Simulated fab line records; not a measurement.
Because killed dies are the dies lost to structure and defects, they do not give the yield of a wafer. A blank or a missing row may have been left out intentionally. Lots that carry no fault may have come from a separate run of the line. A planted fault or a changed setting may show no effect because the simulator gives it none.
fab line records ; flow gf180mcu
record lots=14; wafers=42; last_day=34
route steps=602 shown STI@16 MVSD@68 MVPSD@85 VT_IMPLANT@121
lots that met no fault: taken from a fault-free run of the same line
start_h: hours from the record's opening day to when the first of the lot's shown wafers began ; wait_h: time in hours since the lot's previous step ; " identical to the entry in the row above ; L1.1+2: several wafers, shown together as one row ; - value missing, or start not given ; * or withheld: withheld ; < > ~ a bound
route shown NAME@n: a module of which the file shows steps, and the number in the route of the first ; usual: mean/standard deviation of fault-free wafers ; same: alike in all rows ; chamber/n: place in a boat ; sites: the reading at each site ; _std_site: the values' standard deviation ; _edge_site: the outer-site mean with the inner-site mean subtracted ; radius_mm: for every site, how far away it sits from the centre of the wafer ; mask NAME#n: copy n ; behind: the tool/chamber that last shaped the wafer ; hold: why the lot was held/for how many hours/how that ended ; device: the transistor (n, p or np) that didn't switch ; end of line: the route-end tests of the same wafers ; a step given without rows: its recipe and nothing more ; killed: dies lost to structure and defects at the first sort, not the wafer's yield ; map: dies across one wafer; x = killed, . = not, _ = none there
set.NAME: the setting as run; set.NAME@STEP: as run at that earlier step ; model.NAME: the simulator's own value behind a step, which no gauge read
a sample of lots followed through the steps of the route, with each step as a table and each wafer as a row
services: from which hour (start_h, from the record's first day; less than 0 if before it) a tool's chamber was out of use, for how many hours, and why
## steps
# step GF_STI_STRIP_15
# recipe chemistry=O2/N2; power_w=1400; pressure_mtorr=1500; platen_temp_c=250; o2_flow_sccm=3000; n2_flow_sccm=300; overash_fraction=0.5
# usual drypump_motor_current_A=6.06/0.2; heater_power_w=356/24; oes_product_au=0.383/0.0052; platen_temp_c=250.04/0.16; strip_time_to_endpoint_s=3.70/0.058
lot.wafer;tool;chamber;start_h;wait_h;drypump_motor_current_A;heater_power_w;oes_product_au;platen_temp_c;rf_hours_counter_h;strip_time_to_endpoint_s
L424.3;plasma_asher-01;0;25.66;0.1;6.13;349;0.382;250.12;-;3.69
L424.4;plasma_asher-01;1;25.66;0.1;5.77;395;0.378;249.79;-;3.66
L424.5;plasma_asher-01;0;25.66;0.1;6.11;357;0.390;250.06;-;3.77
L425.2;plasma_asher-03;1;30.60;0.0;6.19;381;0.387;249.80;36;3.73
L425.3;plasma_asher-03;0;30.60;0.0;6.31;335;0.386;250.07;-;3.71
L425.4;plasma_asher-03;1;30.60;0.0;6.19;380;0.378;249.93;-;3.68
L426.2;plasma_asher-01;1;36.00;0.0;5.79;385;0.380;249.99;38;3.77
L426.4;plasma_asher-01;0;36.00;0.0;6.13;348;0.380;250.05;-;3.74
L426.6;plasma_asher-01;1;36.00;0.0;5.78;372;0.385;250.02;-;3.68
L427.1;plasma_asher-01;1;42.10;0.0;5.78;380;0.383;250.09;39;3.67
L427.3;plasma_asher-01;0;42.10;0.0;6.10;350;0.382;249.98;-;3.64
L427.5;plasma_asher-01;1;42.10;0.0;5.80;388;0.378;249.92;-;3.67
L428.2;plasma_asher-02;0;46.50;0.0;6.10;338;0.389;250.28;38;3.77
L428.4;plasma_asher-02;0;46.50;0.0;6.10;334;0.383;250.10;-;3.73
L428.5;plasma_asher-02;0;46.50;0.0;6.10;329;0.382;250.38;-;3.77
L429.1;plasma_asher-01;1;51.05;0.0;5.78;384;0.381;250.28;40;3.60
L429.4;plasma_asher-01;1;51.05;0.0;5.77;400;0.377;250.13;-;3.71
L429.6;plasma_asher-01;1;51.05;0.0;5.77;385;0.387;249.86;-;3.72
L431.2;plasma_asher-03;1;61.60;0.0;6.17;391;0.379;250.26;39;3.62
L431.3;plasma_asher-03;1;61.60;0.0;6.14;386;0.378;250.17;-;3.70
L431.6;plasma_asher-03;1;61.60;0.0;6.16;388;0.378;250.16;-;3.58
L435.2;plasma_asher-03;1;83.88;0.0;6.19;384;0.381;250.13;41;3.68
L435.3;plasma_asher-03;0;83.88;0.0;6.33;332;0.390;250.06;-;3.73
L435.5;plasma_asher-03;0;83.88;0.0;6.35;340;0.381;250.22;-;3.68
L437.2;plasma_asher-03;0;93.29;0.0;6.33;318;0.370;250.12;42;3.62
L437.3;plasma_asher-03;0;93.29;0.0;6.30;327;0.389;250.21;-;3.62
L437.6;plasma_asher-03;1;93.29;0.0;6.17;390;0.383;250.14;-;3.72
L440.2;plasma_asher-02;0;108.10;0.0;6.07;342;0.372;249.90;45;3.67
L440.4;plasma_asher-02;0;108.10;0.0;6.06;336;0.396;249.79;-;3.82
L440.5;plasma_asher-02;0;108.10;0.0;6.11;334;0.387;249.81;-;3.67
L442.1;plasma_asher-03;0;118.35;0.0;6.35;317;0.383;250.13;45;3.69
L442.2;plasma_asher-03;1;118.35;0.0;6.19;386;0.373;250.24;45;3.62
L442.3;plasma_asher-03;0;118.35;0.0;6.34;325;0.389;250.15;-;3.77
L444.2;plasma_asher-02;1;128.70;0.0;5.81;332;0.387;249.80;1;3.80
L444.3;plasma_asher-02;0;128.70;0.0;6.08;337;0.389;249.81;-;3.77
L444.4;plasma_asher-02;1;128.70;0.0;5.81;323;0.378;249.83;-;3.70
L446.1;plasma_asher-01;1;139.50;0.0;5.77;379;0.386;250.15;49;3.80
L446.2;plasma_asher-01;0;139.50;0.0;6.13;345;0.396;249.73;49;3.71
L446.4;plasma_asher-01;1;139.50;0.0;5.78;386;0.379;249.92;-;3.76
L447.1;plasma_asher-01;1;143.98;0.0;5.77;398;0.392;249.97;50;3.75
L447.2;plasma_asher-01;0;143.98;0.0;6.11;347;0.386;249.94;50;3.63
L447.3;plasma_asher-01;0;143.98;0.0;6.12;350;0.384;250.13;-;3.81
# step GF_MVSD_COAT_02
# recipe spin_rpm=2000; resist_thk_nm=3000
# usual chill_plate_temp_C=23.01/0.096
lot.wafer;tool;chamber;start_h;wait_h;chill_plate_temp_C
L424.3;litho_track-02;0;76.47;0.1;23.00
L424.4;litho_track-02;0;76.47;0.1;22.90
L424.5;litho_track-02;0;76.47;0.1;23.09
L425.2;litho_track-02;0;82.35;0.1;23.06
L425.3;litho_track-02;0;82.35;0.1;23.05
L425.4;litho_track-02;0;82.35;0.1;22.99
L426.2;litho_track-02;0;86.45;0.1;23.07
L426.4;litho_track-02;0;86.45;0.1;23.14
L426.6;litho_track-02;0;86.45;0.1;23.01
L427.1;litho_track-01;0;93.63;0.1;22.90
L427.3;litho_track-01;0;93.63;0.1;22.94
L427.5;litho_track-01;0;93.63;0.1;22.98
L428.2;litho_track-04;0;97.83;0.1;23.07
L428.4;litho_track-04;0;97.83;0.1;23.18
L428.5;litho_track-04;0;97.83;0.1;23.00
L429.1;litho_track-02;0;104.72;0.1;23.07
L429.4;litho_track-02;0;104.72;0.1;23.00
L429.6;litho_track-02;0;104.72;0.1;23.05
L431.2;litho_track-04;0;118.28;0.1;22.85
L431.3;litho_track-04;0;118.28;0.1;22.91
L431.6;litho_track-04;0;118.28;0.1;23.03
L435.2;litho_track-02;0;139.55;0.1;22.85
L435.3;litho_track-02;0;139.55;0.1;23.04
L435.5;litho_track-02;0;139.55;0.1;23.14
L437.2;litho_track-02;0;149.15;0.1;22.91
L437.3;litho_track-02;0;149.15;0.1;23.13
L437.6;litho_track-02;0;149.15;0.1;23.08
L440.2;litho_track-01;0;165.85;0.1;23.06
L440.4;litho_track-01;0;165.85;0.1;23.03
L440.5;litho_track-01;0;165.85;0.1;23.15
L442.1;litho_track-01;0;178.53;0.1;23.08
L442.2;litho_track-01;0;178.53;0.1;23.02
L442.3;litho_track-01;0;178.53;0.1;23.20
L444.2;litho_track-01;0;188.00;0.1;22.93
L444.3;litho_track-01;0;188.00;0.1;23.01
L444.4;litho_track-01;0;188.00;0.1;22.83
L446.1;litho_track-01;0;208.88;0.1;23.05
L446.2;litho_track-01;0;208.88;0.1;23.01
L446.4;litho_track-01;0;208.88;0.1;23.06
L447.1;litho_track-01;0;212.97;0.1;23.05
L447.2;litho_track-01;0;212.97;0.1;22.94
L447.3;litho_track-01;0;212.97;0.1;22.92
# step GF_MVSD_STRIP_10
# recipe chemistry=O2/N2; power_w=1400; pressure_mtorr=1500; platen_temp_c=250; o2_flow_sccm=3000; n2_flow_sccm=300; overash_fraction=0.5
# usual drypump_motor_current_A=6.03/0.2; heater_power_w=356/24; oes_product_au=0.722/0.0046; platen_temp_c=249.98/0.18; strip_time_to_endpoint_s=36.92/0.094
lot.wafer;tool;chamber;start_h;wait_h;drypump_motor_current_A;heater_power_w;oes_product_au;platen_temp_c;rf_hours_counter_h;strip_time_to_endpoint_s
L424.3;plasma_asher-02;0;84.05;0.1;6.10;339;0.724;249.91;-;37.00
L424.4;plasma_asher-02;1;84.05;0.1;5.81;333;0.713;250.15;-;36.98
L424.5;plasma_asher-02;1;84.05;0.1;5.83;332;0.719;249.84;-;36.90
L425.2;plasma_asher-03;0;89.86;0.1;6.34;328;0.721;249.85;42;36.97
L425.3;plasma_asher-03;1;89.86;0.1;6.19;377;0.718;249.97;-;36.93
L425.4;plasma_asher-03;0;89.86;0.1;6.33;332;0.721;249.70;-;36.91
L426.2;plasma_asher-01;1;93.66;0.1;5.78;385;0.721;250.21;44;37.01
L426.4;plasma_asher-01;1;93.66;0.1;5.79;381;0.721;249.97;-;36.83
L426.6;plasma_asher-01;1;93.66;0.1;5.78;380;0.730;249.97;-;36.85
L427.1;plasma_asher-03;1;101.21;0.1;6.13;397;0.727;249.80;43;36.97
L427.3;plasma_asher-03;1;101.21;0.1;6.21;379;0.714;250.11;-;36.96
L427.5;plasma_asher-03;0;101.21;0.1;6.34;327;0.722;250.01;-;36.92
L428.2;plasma_asher-03;1;105.36;0.1;6.15;388;0.719;250.19;43;36.95
L428.4;plasma_asher-03;0;105.36;0.1;6.32;323;0.720;249.98;-;36.84
L428.5;plasma_asher-03;1;105.36;0.1;6.14;384;0.723;250.23;-;36.96
L429.1;plasma_asher-01;0;112.81;0.1;6.12;342;0.720;249.89;46;36.86
L429.4;plasma_asher-01;1;112.81;0.1;5.78;388;0.717;250.02;-;36.85
L429.6;plasma_asher-01;1;112.81;0.1;5.77;371;0.717;249.87;-;36.86
L431.2;plasma_asher-01;0;125.76;0.1;6.13;356;0.726;249.72;48;37.01
L431.3;plasma_asher-01;0;125.76;0.1;6.10;348;0.723;249.80;-;37.09
L431.6;plasma_asher-01;1;125.76;0.1;5.77;385;0.723;250.34;-;37.07
L435.2;plasma_asher-02;0;147.86;0.1;6.07;344;0.724;250.22;3;19.01
L435.3;plasma_asher-02;0;147.86;0.1;6.07;337;0.713;249.96;-;18.99
L435.5;plasma_asher-02;0;147.86;0.1;6.08;338;0.710;250.08;-;18.99
L437.2;plasma_asher-02;1;157.16;0.1;5.80;327;0.710;249.91;4;19.05
L437.3;plasma_asher-02;1;157.16;0.1;5.79;320;0.716;249.93;-;19.00
L437.6;plasma_asher-02;0;157.16;0.1;6.08;336;0.711;249.82;-;19.07
L440.2;plasma_asher-01;1;174.24;0.1;5.76;378;0.731;250.06;53;36.73
L440.4;plasma_asher-01;0;174.24;0.1;6.12;355;0.716;250.15;-;36.74
L440.5;plasma_asher-01;0;174.24;0.1;6.13;354;0.722;249.77;-;36.89
L442.1;plasma_asher-03;1;187.26;0.1;6.16;382;0.726;250.12;52;37.02
L442.2;plasma_asher-03;0;187.26;0.1;6.34;324;0.720;250.01;52;36.91
L442.3;plasma_asher-03;1;187.26;0.1;6.11;389;0.725;249.98;-;36.94
L444.2;plasma_asher-01;1;197.01;0.1;5.77;385;0.718;249.98;55;36.81
L444.3;plasma_asher-01;0;197.01;0.1;6.14;357;0.720;250.07;-;36.77
L444.4;plasma_asher-01;1;197.01;0.1;5.76;379;0.731;249.95;-;36.76
L446.1;plasma_asher-03;0;218.56;0.1;6.31;328;0.723;249.82;55;36.80
L446.2;plasma_asher-03;1;218.56;0.1;6.11;387;0.723;249.90;55;36.84
L446.4;plasma_asher-03;0;218.56;0.1;6.31;322;0.723;249.84;-;36.91
L447.1;plasma_asher-03;0;222.11;0.1;6.33;328;0.729;249.94;55;36.79
L447.2;plasma_asher-03;1;222.11;0.1;6.17;384;0.726;250.00;55;36.84
L447.3;plasma_asher-03;1;222.11;0.1;6.22;387;0.713;250.08;-;36.88
# step GF_MVPSD_OVL_MEAS_07
# usual MVPSD_OVL=-0.7/1.5
lot.wafer;tool;chamber;start_h;wait_h;MVPSD_OVL[nm]
L424.3;overlay-01;-;98.07;-;1.2
L424.4;overlay-01;-;98.07;-;1.4
L424.5;overlay-01;-;98.07;-;0.9
L425.2;overlay-01;-;104.52;-;-1.0
L425.3;overlay-01;-;104.52;-;-0.2
L425.4;overlay-01;-;104.52;-;0.4
L426.2;overlay-02;-;107.67;-;0.8
L426.4;overlay-02;-;107.67;-;1.2
L426.6;overlay-02;-;107.67;-;0.5
L427.1;overlay-01;-;115.36;-;-1.8
L427.3;overlay-01;-;115.36;-;-2.7
L427.5;overlay-01;-;115.36;-;-1.2
L428.2;overlay-02;-;120.41;-;-0.9
L428.4;overlay-02;-;120.41;-;-0.4
L428.5;overlay-02;-;120.41;-;-0.3
L429.1;overlay-01;-;127.41;-;-0.9
L429.4;overlay-01;-;127.41;-;-1.4
L429.6;overlay-01;-;127.41;-;-1.3
L431.2;overlay-02;-;140.83;-;-3.8
L431.3;overlay-02;-;140.83;-;-3.0
L431.6;overlay-02;-;140.83;-;-2.9
L435.2;overlay-02;-;162.88;-;-1.9
L435.3;overlay-02;-;162.88;-;-2.4
L435.5;overlay-02;-;162.88;-;-1.0
L437.2;overlay-01;-;173.82;-;-2.5
L437.3;overlay-01;-;173.82;-;-2.9
L437.6;overlay-01;-;173.82;-;-2.9
L440.2;overlay-01;-;191.63;-;-1.2
L440.4;overlay-01;-;191.63;-;-2.5
L440.5;overlay-01;-;191.63;-;-3.1
L442.1;overlay-02;-;204.15;-;-3.1
L442.2;overlay-02;-;204.15;-;-0.9
L442.3;overlay-02;-;204.15;-;-2.9
L444.2;overlay-01;-;214.71;-;0.5
L444.3;overlay-01;-;214.71;-;-1.5
L444.4;overlay-01;-;214.71;-;-1.0
L446.1;overlay-01;-;236.45;-;0.2
L446.2;overlay-01;-;236.45;-;0.3
L446.4;overlay-01;-;236.45;-;2.2
L447.1;overlay-02;-;240.11;-;-1.7
L447.2;overlay-02;-;240.11;-;-0.1
L447.3;overlay-02;-;240.11;-;-0.1
# step GF_VT_IMPLANT_STRIP_31
# recipe chemistry=O2/N2; power_w=1400; pressure_mtorr=1500; platen_temp_c=250; o2_flow_sccm=3000; n2_flow_sccm=300; overash_fraction=0.5
# usual drypump_motor_current_A=5.9/0.37; heater_power_w=336/33; oes_product_au=0.716/0.0055; platen_temp_c=249.95/0.18; strip_time_to_endpoint_s=12.62/0.036
lot.wafer;tool;chamber;start_h;wait_h;drypump_motor_current_A;heater_power_w;oes_product_au;platen_temp_c;rf_hours_counter_h;strip_time_to_endpoint_s
L424.3;plasma_asher-04;0;143.57;0.1;6.5;312;0.717;249.79;-;12.61
L424.4;plasma_asher-04;1;143.57;0.1;5.3;280;0.724;249.90;-;12.60
L424.5;plasma_asher-04;0;143.57;0.1;6.5;318;0.719;249.71;-;12.58
L425.2;plasma_asher-01;0;149.79;0.1;6.1;351;0.715;250.34;50;12.59
L425.3;plasma_asher-01;0;149.79;0.1;6.1;355;0.713;250.13;-;12.61
L425.4;plasma_asher-01;1;149.79;0.1;5.8;390;0.723;250.20;-;12.60
L426.2;plasma_asher-02;1;153.00;0.1;5.8;331;0.720;249.80;4;12.61
L426.4;plasma_asher-02;0;153.00;0.1;6.1;347;0.727;249.77;-;12.63
L426.6;plasma_asher-02;0;153.00;0.1;6.1;342;0.722;249.77;-;12.60
L427.1;plasma_asher-04;1;160.85;0.1;5.3;285;0.707;249.91;37;12.60
L427.3;plasma_asher-04;0;160.85;0.1;6.5;305;0.724;249.94;-;12.58
L427.5;plasma_asher-04;1;160.85;0.1;5.3;283;0.704;250.01;-;12.58
L428.2;plasma_asher-04;0;167.56;0.1;6.5;306;0.723;249.94;38;12.54
L428.4;plasma_asher-04;1;167.56;0.1;5.3;288;0.714;249.94;-;12.61
L428.5;plasma_asher-04;1;167.56;0.1;5.3;293;0.717;249.72;-;12.58
L429.1;plasma_asher-04;0;174.74;0.1;6.4;306;0.710;249.97;39;12.68
L429.4;plasma_asher-04;1;174.74;0.1;5.3;291;0.721;249.65;-;12.63
L429.6;plasma_asher-04;1;174.74;0.1;5.3;285;0.714;250.24;-;12.65
L431.2;plasma_asher-01;0;190.06;0.1;6.1;352;0.718;250.08;55;12.67
L431.3;plasma_asher-01;1;190.06;0.1;5.8;378;0.717;250.01;-;12.66
L431.6;plasma_asher-01;1;190.06;0.1;5.8;381;0.725;249.94;-;12.66
L435.2;plasma_asher-01;1;213.89;0.1;5.8;380;0.709;250.22;57;12.61
L435.3;plasma_asher-01;1;213.89;0.1;5.8;401;0.717;249.73;-;12.67
L435.5;plasma_asher-01;0;213.89;0.1;6.1;360;0.712;250.16;-;12.63
L437.2;plasma_asher-02;0;227.25;0.1;6.1;339;0.710;249.96;12;12.70
L437.3;plasma_asher-02;1;227.25;0.1;5.8;323;0.714;250.09;-;12.71
L437.6;plasma_asher-02;0;227.25;0.1;6.1;335;0.720;250.04;-;12.69
L440.2;plasma_asher-04;1;245.70;0.1;5.3;290;0.709;250.19;46;12.59
L440.4;plasma_asher-04;1;245.70;0.1;5.3;286;0.725;250.03;-;12.60
L440.5;plasma_asher-04;0;245.70;0.1;6.4;309;0.717;249.65;-;12.61
L442.1;plasma_asher-01;0;257.29;0.1;6.1;352;0.709;250.09;61;12.65
L442.2;plasma_asher-01;1;257.29;0.1;5.8;387;0.711;250.00;61;12.59
L442.3;plasma_asher-01;1;257.29;0.1;5.8;385;0.711;249.80;-;12.60
L444.2;plasma_asher-02;0;269.51;0.1;6.1;339;0.713;249.79;17;12.62
L444.3;plasma_asher-02;0;269.51;0.1;6.1;338;0.720;249.98;-;12.66
L444.4;plasma_asher-02;1;269.51;0.1;5.8;327;0.712;250.10;-;12.60
L446.1;plasma_asher-02;0;292.94;0.1;6.1;342;0.715;249.92;20;12.62
L446.2;plasma_asher-02;1;292.94;0.1;5.8;328;0.706;250.43;20;12.60
L446.4;plasma_asher-02;1;292.94;0.1;5.8;335;0.718;250.20;-;12.62
L447.1;plasma_asher-04;1;296.64;0.1;5.3;282;0.715;249.61;51;12.64
L447.2;plasma_asher-04;0;296.64;0.1;6.5;306;0.711;249.74;51;12.59
L447.3;plasma_asher-04;1;296.64;0.1;5.3;293;0.712;249.64;-;12.62
## services
tool;chamber;start_h;hours;kind
plasma_asher-02;-;53.86;2.0;repair
plasma_asher-03;-;64.76;1.3;repair
plasma_asher-02;-;76.49;0.4;repair
plasma_asher-02;-;90.60;2.8;repair
plasma_asher-02;-;108.75;9.0;pm
plasma_asher-02;0;108.75;9.0;vent_cycle
plasma_asher-02;1;108.75;9.0;vent_cycle
plasma_asher-04;-;110.64;5.7;repair
plasma_asher-02;0;117.75;-;clean
plasma_asher-02;1;117.75;-;clean
plasma_asher-03;-;154.53;3.4;repair
plasma_asher-03;-;237.25;2.8;pm
plasma_asher-04;-;255.19;16.9;pm
plasma_asher-01;-;281.70;28.1;pm
## key
first_sign step=GF_MVSD_STRIP_10; reading=strip_time_to_endpoint_s; direction=down; sigmas=99+; usual=*; struck=*
effect none on later readings
met_at GF_MVSD_COAT_02
struck_lots L435,L437
sort_left_out L435.2,L435.3,L435.5,L437.2,L437.3,L437.6
tester_left_out L435,L437
not_acting_at GF_STI_STRIP_15,GF_MVPSD_OVL_MEAS_07,GF_VT_IMPLANT_STRIP_31
onset_between 104.72 139.55
also_fits GF_MVSD_STRIP_10:plasma_asher-02
fault kind=process_parameter_drift; tool=litho_track-02; chamber=-; onset_h=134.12; steps=GF_MVSD_COAT_02; channel=resist_thk_nm; offset=*; shape=step; end_h=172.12; acts_in=*; stated=*
# tester_left_out: of these lots the tester's yield and bins aren't shown, on N5 and GAA mostly nor the transistor test; their killed dies are dies lost to structure and defects alone, not to doping, threshold or leakage, so they don't give the yield
# sort_left_out: the simulated sort isn't trusted on such a fault, so these wafers' sort isn't shown, and their yield isn't known
